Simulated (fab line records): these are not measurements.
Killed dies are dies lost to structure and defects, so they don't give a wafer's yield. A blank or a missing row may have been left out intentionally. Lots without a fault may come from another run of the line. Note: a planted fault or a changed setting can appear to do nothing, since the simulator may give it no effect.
fab line records -- flow sky130
[record] lots = 14, wafers = 42, last-day = 50
route steps=708 shown FIELD_ISO@12 CONTACT@422 VIA1@479
lots that met no fault: taken from a fault-free run of the same line
start-h: the number of hours between the record's first day and the start of the first shown wafer of the lot -- wait-h: hours from the lot's prior step to this one -- " as in the row above -- L1.1+2: one row covering several wafers at once -- - no value, or no start was given -- * or withheld: withheld -- < > ~ a bound
route shown NAME@n: names a module that has steps shown in the file, with the first one's number in the route -- usual: average and standard deviation across the fault-free wafers -- same: alike in all rows -- chamber/n: place in a boat -- sites: the reading at each site -- _std_site: standard deviation of those values -- _edge_site: outer sites' mean less inner sites' -- radius-mm: for every site, how far away it sits from the centre of the wafer -- mask NAME#n: copy n -- behind: the most recent tool/chamber to have shaped the wafer -- hold: why the lot was held/for how many hours/how that ended -- device: which transistor (n, p or np) failed to switch -- end of line: tests run on the same wafers once the route is complete -- for a step that has no rows: nothing shown but its recipe -- killed: at the first sort, the dies lost to defects and structure; wafer yield is something else -- map: a wafer's dies, marking killed ones x, the rest . and places with no die _
set.NAME: the run value of the setting; set.NAME@STEP: its run value at that earlier step -- model.NAME: the simulator's own value behind a step, which no gauge read
the route's steps for a sample of lots (tables are steps, rows are wafers)
services: a tool's chamber out of use, with start hour (start-h, from the record's first day; less than 0 if before it), hours out, and reason
[[steps]]
[step SKY_FIELD_ISO_PEB_11]
[recipe] peb-temp-c = withheld, peb-time-s = withheld, resist = KrF-thick
[usual] chill-plate-temp-C = *, exhaust-pa = 45.1/0.96, resist-line-temp-C = *
lot.wafer,tool,chamber,start-h,wait-h,chill-plate-temp-C,exhaust-pa,resist-line-temp-C
L692.2,litho-track-01,0,34,-,*,43.4,*
L692.3,litho-track-01,0,34,-,*,43.7,*
L692.5,litho-track-01,0,34,-,*,44.9,*
L694.1,litho-track-03,0,43,-,*,45.1,*
L694.2,litho-track-03,0,43,-,*,45.4,*
L694.5,litho-track-03,0,43,-,*,46.2,*
L695.1,litho-track-01,0,48,-,*,43.8,*
L695.5,litho-track-01,0,48,-,*,44.6,*
L695.6,litho-track-01,0,48,-,*,45.7,*
L696.2,litho-track-01,0,55,-,*,44.9,*
L696.3,litho-track-01,0,55,-,*,44.2,*
L696.6,litho-track-01,0,55,-,*,45.9,*
L699.1,litho-track-01,-,69,-,-,-,-
L699.5,litho-track-01,-,70,-,-,-,-
L699.6,litho-track-01,-,70,-,-,-,-
L700.1,litho-track-04,-,76,-,-,-,-
L700.2,litho-track-04,-,76,-,-,-,-
L700.4,litho-track-04,-,76,-,-,-,-
L706.1,litho-track-01,0,109,-,*,44.1,*
L706.3,litho-track-01,0,109,-,*,44.7,*
L706.5,litho-track-01,0,109,-,*,45.0,*
L707.1,litho-track-04,0,114,-,*,46.2,*
L707.2,litho-track-04,0,114,-,*,45.7,*
L707.4,litho-track-04,0,114,-,*,45.7,*
L708.1,litho-track-01,0,121,-,*,44.5,*
L708.3,litho-track-01,0,121,-,*,44.7,*
L708.6,litho-track-01,0,121,-,*,45.2,*
L709.1,litho-track-03,0,121,-,*,45.1,*
L709.2,litho-track-03,0,121,-,*,44.9,*
L709.6,litho-track-03,0,121,-,*,44.6,*
L710.1,litho-track-04,0,132,-,*,43.8,*
L710.2,litho-track-04,0,132,-,*,45.0,*
L710.3,litho-track-04,0,132,-,*,44.9,*
L711.4,litho-track-01,0,133,-,*,46.0,*
L711.5,litho-track-01,0,133,-,*,44.8,*
L711.6,litho-track-01,0,133,-,*,45.9,*
L712.2,litho-track-03,0,137,-,*,45.6,*
L712.4,litho-track-03,0,137,-,*,45.5,*
L712.6,litho-track-03,0,137,-,*,45.0,*
L714.3,litho-track-01,0,150,-,*,45.6,*
L714.5,litho-track-01,0,150,-,*,43.9,*
L714.6,litho-track-01,0,150,-,*,45.3,*
[step SKY_CONTACT_ETCH_16]
[recipe] chemistry = N2/H2, target = BARC, ion-energy-ev = 200, source-w = 492.8, bias-w = 100, pressure-mtorr = 30, n2-flow-sccm = 100, h2-flow-sccm = 200, stop-on = SiO2, time-s = 45.9, target-depth-a = 600
[usual] chamber-pressure-mTorr = 29.998/0.03, drypump-motor-current-A = 5.6/0.57, oes-product-au = 0.854/0.0048, throttle-valve-pct = 13.225/0.0085
lot.wafer,tool,chamber,start-h,wait-h,chamber-pressure-mTorr,drypump-motor-current-A,oes-product-au,rf-hours-counter-h,throttle-valve-pct
L692.2,rie-diel-04,0,738.70,0.0,29.970,6.5,0.855,3,13.230
L692.3,rie-diel-04,1,738.70,0.0,30.019,5.3,0.844,49,13.223
L692.5,rie-diel-04,1,738.70,0.0,29.966,5.3,0.846,-,13.212
L694.1,rie-diel-01,2,753.99,0.0,29.966,5.3,0.853,11,13.224
L694.2,rie-diel-01,1,753.99,0.0,30.002,5.7,0.849,39,13.223
L694.5,rie-diel-01,0,753.99,0.0,29.997,6.4,0.860,-,13.220
L695.1,rie-diel-01,3,762.48,0.0,29.986,4.8,0.855,4,13.226
L695.5,rie-diel-01,2,762.48,0.0,30.012,5.4,0.851,-,13.237
L695.6,rie-diel-01,3,762.48,0.0,29.981,4.8,0.854,-,13.235
L696.2,rie-diel-04,2,768.28,0.0,29.938,4.9,0.845,14,13.229
L696.3,rie-diel-04,0,768.28,0.0,29.925,6.5,0.851,4,13.220
L696.6,rie-diel-04,0,768.28,0.0,30.044,6.5,0.862,-,13.216
L706.1,rie-diel-03,3,865.90,0.0,29.927,5.5,0.857,5,13.217
L706.3,rie-diel-03,1,865.90,0.0,29.968,5.8,0.859,21,13.231
L706.5,rie-diel-03,3,865.90,0.0,29.982,5.6,0.857,-,13.218
L707.1,rie-diel-01,1,873.65,0.0,30.067,5.7,0.859,2,13.217
L707.2,rie-diel-01,2,873.65,0.0,29.988,5.4,0.860,14,13.213
L707.4,rie-diel-01,3,873.65,0.0,30.035,4.8,0.853,-,13.210
L708.1,rie-diel-04,1,877.45,0.0,30.009,5.3,0.860,4,13.215
L708.3,rie-diel-04,2,877.45,0.0,30.011,4.8,0.854,17,13.228
L708.6,rie-diel-04,1,877.45,0.0,29.991,5.3,0.853,-,13.230
L709.1,rie-diel-01,1,879.23,0.0,30.059,5.7,0.855,2,13.223
L709.2,rie-diel-01,2,879.23,0.0,30.029,5.4,0.847,14,13.209
L709.6,rie-diel-01,3,879.23,0.0,29.988,4.8,0.857,-,13.225
L710.1,rie-diel-04,3,886.63,0.0,30.007,5.9,0.848,3,13.238
L710.2,rie-diel-04,2,886.63,0.0,29.984,4.9,0.850,18,13.224
L710.3,rie-diel-04,1,886.63,0.0,29.978,5.2,0.857,4,13.225
L711.4,rie-diel-04,0,888.08,0.0,30.031,6.5,0.848,8,13.217
L711.5,rie-diel-04,1,888.08,0.0,30.030,5.3,0.845,-,13.217
L711.6,rie-diel-04,0,888.08,0.0,29.962,6.5,0.855,-,13.219
L712.2,rie-diel-04,0,892.03,0.0,29.960,6.6,0.854,8,13.211
L712.4,rie-diel-04,2,892.03,0.0,30.046,4.8,0.852,18,13.243
L712.6,rie-diel-04,2,892.03,0.0,29.985,4.8,0.851,-,13.230
L714.3,rie-diel-03,0,909.70,0.0,29.949,5.9,0.858,10,13.228
L714.5,rie-diel-03,1,909.70,0.0,30.037,5.8,0.857,-,13.223
L714.6,rie-diel-03,2,909.70,0.0,29.989,5.5,0.854,-,13.224
[step SKY_VIA1_CVD_21]
[recipe] material = W, target-thk-nm = 270, time-s = 80.902, temp-c = 400, pressure-torr = 40
[usual] heater-power-w = 846/39, susceptor-temp-C = 399.96/0.21
lot.wafer,tool,chamber,start-h,wait-h,heater-power-w,susceptor-temp-C
L692.2,cvd-w-01,0,797.99,0.0,857,399.92
L692.3,cvd-w-01,1,797.99,0.0,861,400.21
L692.5,cvd-w-01,0,797.99,0.0,848,400.24
L694.1,cvd-w-02,1,811.61,0.0,876,399.87
L694.2,cvd-w-02,0,811.61,0.0,917,400.39
L694.5,cvd-w-02,1,811.61,0.0,909,399.71
L695.1,cvd-w-01,0,819.95,0.0,841,399.85
L695.5,cvd-w-01,0,819.95,0.0,844,399.73
L695.6,cvd-w-01,1,819.95,0.0,862,400.06
L696.2,cvd-w-02,0,827.63,0.0,922,400.18
L696.3,cvd-w-02,0,827.63,0.0,921,400.07
L696.6,cvd-w-02,0,827.63,0.0,901,400.36
L706.1,cvd-w-02,0,920.49,0.0,848,400.12
L706.3,cvd-w-02,1,920.49,0.0,792,399.89
L706.5,cvd-w-02,0,920.49,0.0,854,400.40
L707.1,cvd-w-02,1,928.49,0.0,767,400.04
L707.2,cvd-w-02,0,928.49,0.0,824,400.00
L707.4,cvd-w-02,1,928.49,0.0,767,400.05
L708.1,cvd-w-01,0,932.16,0.0,840,400.06
L708.3,cvd-w-01,0,932.16,0.0,857,400.10
L708.6,cvd-w-01,0,932.16,0.0,848,399.87
L709.1,cvd-w-01,0,934.21,0.0,862,400.14
L709.2,cvd-w-01,0,934.21,0.0,864,399.98
L709.6,cvd-w-01,0,934.21,0.0,850,400.22
L710.1,cvd-w-02,1,940.62,0.0,794,400.03
L710.2,cvd-w-02,0,940.62,0.0,846,400.12
L710.3,cvd-w-02,0,940.62,0.0,849,399.92
L711.4,cvd-w-01,1,942.66,0.1,850,400.06
L711.5,cvd-w-01,0,942.66,0.1,843,400.09
L711.6,cvd-w-01,1,942.66,0.1,865,399.75
L712.2,cvd-w-02,1,945.89,0.0,788,399.71
L712.4,cvd-w-02,1,945.89,0.0,781,400.05
L712.6,cvd-w-02,1,945.89,0.0,770,399.82
L714.3,cvd-w-02,1,964.85,0.1,770,400.20
L714.5,cvd-w-02,1,964.85,0.1,785,399.68
L714.6,cvd-w-02,0,964.85,0.1,854,400.11
[step SKY_VIA1_THK_MEAS_23]
[recipe] thk-meas-gauge = xrf, reads = W_of_VIA1_CVD_21
[usual] VIA1_W_THK = 271/3.5
lot.wafer,tool,chamber,start-h,wait-h,VIA1_W_THK[nm]
L692.2,film-metro-04,-,798.21,0.1,273
L692.3,film-metro-04,-,798.21,0.1,273
L692.5,film-metro-04,-,798.21,0.1,275
L694.1,film-metro-02,-,811.83,0.1,275
L694.2,film-metro-02,-,811.83,0.1,267
L694.5,film-metro-02,-,811.83,0.1,272
L695.1,film-metro-02,-,820.16,0.1,271
L695.5,film-metro-02,-,820.16,0.1,269
L695.6,film-metro-02,-,820.16,0.1,269
L696.2,film-metro-04,-,827.85,0.1,270
L696.3,film-metro-04,-,827.85,0.1,269
L696.6,film-metro-04,-,827.85,0.1,269
L706.1,film-metro-02,-,920.70,0.1,271
L706.3,film-metro-02,-,920.70,0.1,271
L706.5,film-metro-02,-,920.70,0.1,271
L707.1,film-metro-01,-,928.70,0.1,266
L707.2,film-metro-01,-,928.70,0.1,266
L707.4,film-metro-01,-,928.70,0.1,266
L708.1,film-metro-02,-,932.46,0.1,268
L708.3,film-metro-02,-,932.46,0.1,269
L708.6,film-metro-02,-,932.46,0.1,270
L709.1,film-metro-01,-,934.51,0.1,265
L709.2,film-metro-01,-,934.51,0.1,264
L709.6,film-metro-01,-,934.51,0.1,266
L710.1,film-metro-02,-,940.84,0.1,272
L710.2,film-metro-02,-,940.84,0.1,270
L710.3,film-metro-02,-,940.84,0.1,272
L711.4,film-metro-02,-,942.87,0.1,270
L711.5,film-metro-02,-,942.87,0.1,271
L711.6,film-metro-02,-,942.87,0.1,271
L712.2,film-metro-02,-,946.11,0.1,271
L712.4,film-metro-02,-,946.11,0.1,272
L712.6,film-metro-02,-,946.11,0.1,269
L714.3,film-metro-04,-,965.05,0.1,274
L714.5,film-metro-04,-,965.05,0.1,271
L714.6,film-metro-04,-,965.05,0.1,272
[[services]]
tool,chamber,start-h,hours,kind
rie-diel-04,1,53.82,7.8,repair
cvd-w-02,0,62.82,6.2,repair
rie-diel-04,2,100.17,9.9,repair
cvd-w-02,-,129.87,0.9,repair
cvd-w-02,-,144.62,4.3,pm
rie-diel-04,-,179.84,0.4,repair
rie-diel-04,0,263.58,3.3,repair
rie-diel-04,3,356.32,7.9,repair
rie-diel-04,0,365.92,2.3,repair
rie-diel-04,2,381.67,10.2,repair
cvd-w-02,1,385.42,4.5,repair
rie-diel-04,-,397.86,14.6,pm
rie-diel-04,2,423.64,11.7,repair
rie-diel-04,1,466.27,12.9,repair
cvd-w-02,0,477.59,4.3,repair
cvd-w-02,0,497.01,12.3,repair
cvd-w-02,-,526.13,6.9,pm
cvd-w-02,0,539.37,4.3,repair
rie-diel-04,2,555.67,10.1,repair
cvd-w-02,-,586.27,2.8,pm
cvd-w-02,-,655.33,1.9,repair
cvd-w-02,1,842.61,5.9,repair
cvd-w-02,1,860.00,6.6,repair
cvd-w-02,-,904.00,14.0,pm
[[key]]
[first-sign] step = SKY_FIELD_ISO_PEB_11, reading = tool-record, direction = missing
effect none on later readings
met-at SKY_FIELD_ISO_PEB_11
struck-lots L699,L700
later-rows-left-out L699.1,L699.5,L699.6,L700.1,L700.2,L700.4
sort-left-out L699.1,L699.5,L699.6,L700.1,L700.2,L700.4
tester-left-out L699,L700
not-acting-at SKY_CONTACT_ETCH_16,SKY_VIA1_CVD_21,SKY_VIA1_THK_MEAS_23
onset-between 55 69
[fault] kind = skipped-step-whole, tool = litho-track-01,litho-track-04, chamber = -, onset-h = 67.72, steps = SKY_FIELD_ISO_PEB_11, scope = struck-lots-only
// tester-left-out: of these lots the tester's yield and bins aren't shown, on N5 and GAA mostly nor the transistor test; their killed dies are dies lost to structure and defects alone, not to doping, threshold or leakage, so they don't give the yield
// sort-left-out: the simulated sort isn't trusted on such a fault, so these wafers' sort isn't shown, and their yield isn't known
// later-rows-left-out: the simulator's readings of these wafers behind a module that went badly wrong aren't trusted and aren't shown, but for the sort
